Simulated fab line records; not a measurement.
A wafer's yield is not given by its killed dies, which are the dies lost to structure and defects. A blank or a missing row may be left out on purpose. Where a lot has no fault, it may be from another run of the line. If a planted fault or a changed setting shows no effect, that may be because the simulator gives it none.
Split-lot experiment ; flow sfqLine ; 23 wafers read across 5 lots, on a route 325 steps long

## THE SPLIT ITSELF
At SFQ_TRILAYER_M2_LITHO_COAT_057 (resist thk 600 nm), the setting spinRpm was moved away from the recipe's 3000 rpm on 8 of the 23 wafers read, by -3.4% to +3.9%. For the rest of the wafers, this setting stayed at what the recipe calls for.

The reading comes from the split's own step.

## THE READING
KrF_of_TRILAYER_M2_LITHO_COAT_057.thkNm (the simulator's own value, which no gauge read), in nm, at SFQ_TRILAYER_M2_LITHO_COAT_057 (resist thk 600 nm). The file does not state a usual value for it. Average 599.6 nm, standard deviation 1.2 nm, over the 15 wafers here run with the recipe.

wafer;tool, chamber at the split;spinRpm as run, rpm;against the recipe;KrF_of_TRILAYER_M2_LITHO_COAT_057.thkNm, nm;against lot-mates on the recipe
L078.4;lithoTrack-02, 0;3000;recipe;600.5;-
L078.5;lithoTrack-02, 0;3000;recipe;599.1;-
L078.6;lithoTrack-02, 0;3000;recipe;600.7;-
L079.1;lithoTrack-03, 0;3000;recipe;599.9;-
L079.3;lithoTrack-03, 0;2897;-3.4%;610.4;+10.1
L079.4;lithoTrack-03, 0;2897;-3.4%;612.4;+12.1
L079.5;lithoTrack-03, 0;3000;recipe;600.8;-
L079.6;lithoTrack-03, 0;2897;-3.4%;609;+8.7
L080.1;lithoTrack-02, 0;3000;recipe;597.2;-
L080.2;lithoTrack-02, 0;3000;recipe;598.9;-
L080.3;lithoTrack-02, 0;3000;recipe;597.9;-
L080.4;lithoTrack-02, 0;3000;recipe;598.7;-
L080.6;lithoTrack-02, 0;3000;recipe;598.2;-
L084.1;lithoTrack-01, 0;3117;+3.9%;587.6;-13.2
L084.2;lithoTrack-01, 0;3000;recipe;600.4;-
L084.4;lithoTrack-01, 0;3000;recipe;601.9;-
L084.5;lithoTrack-01, 0;3117;+3.9%;589.3;-11.5
L084.6;lithoTrack-01, 0;3000;recipe;600.2;-
L085.1;lithoTrack-02, 0;3083;+2.8%;592.7;-7.3
L085.2;lithoTrack-02, 0;3000;recipe;600.2;-
L085.3;lithoTrack-02, 0;3083;+2.8%;590.6;-9.4
L085.5;lithoTrack-02, 0;3000;recipe;599.9;-
L085.6;lithoTrack-02, 0;3083;+2.8%;591.4;-8.6

THE FIT
A straight line over all 23 wafers: KrF_of_TRILAYER_M2_LITHO_COAT_057.thkNm changes by -3.02 nm for each +1% of spinRpm; r = -0.98; the points scatter about the line by 1.3 nm.
The same after taking each lot's own level away (the mean of its wafers on the recipe; 23 wafers): -3.07 nm for each +1%; r = -0.99; scatter 0.86 nm.
That fit puts the effect of the largest move of spinRpm on the reading at 12 nm.
Measured against the standard deviation above, the lots' own levels, which go from 598.18 to 600.83 nm, span 2.2 times it.
Hence the lot-to-lot level has little effect on the slope; both slopes agree.
Check: -11.7 nm against its lot-mates is what the line predicts for one of the wafers moved furthest among these (+3.9%) when that wafer is left out of the fit. Against them it came out at -13.2 nm.

## FURTHER SPLITS ON THESE WAFERS
Note: prior to the reading, these wafers also went through further splits. Each is held against what the fit with the lots' levels taken away leaves over:
other split on the same wafers;wafers away from the commonest value;r with KrF_of_TRILAYER_M2_LITHO_COAT_057.thkNm (lot level and that fit taken away)
SFQ_TRILAYER_INCOMING_OXIDATION_002 tempC;18;+0.04
SFQ_TRILAYER_L0_LITHO_PEB_008 pebTimeS;9;-0.17
SFQ_TRILAYER_L0_BARC_OPEN_METAL_ETCH_010 biasW;8;-0.07
SFQ_TRILAYER_L0_VIA_LITHO_EXPOSE_014 doseMj;10;+0.03
SFQ_TRILAYER_L0_VIA_BARC_OPEN_VIA_ETCH_021 biasW;11;-0.02
SFQ_TRILAYER_M0_LITHO_COAT_026 resistThkNm;10;+0.08
SFQ_TRILAYER_M0_BARC_OPEN_METAL_ETCH_031 timeS;4;-0.09
SFQ_TRILAYER_I0_CMP_CMP_028 leaveAboveRefNm;8;-0.03
SFQ_TRILAYER_I0_VIA_LITHO_PEB_034 pebTimeS;7;-0.11
SFQ_TRILAYER_I0_VIA_BARC_OPEN_VIA_ETCH_046 sourceW;8;-0.16
SFQ_TRILAYER_M1_LITHO_EXPOSE_040 doseMj;4;-0.05
SFQ_TRILAYER_M1_BARC_OPEN_METAL_ETCH_054 timeS;10;-0.07
SFQ_TRILAYER_I1_VIA_LITHO_EXPOSE_050 doseMj;8;+0.21

## FILE'S OWN FIT
KrF_of_TRILAYER_M2_LITHO_COAT_057.thkNm changes by -3.09 nm for each +1% of spinRpm, r = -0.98.
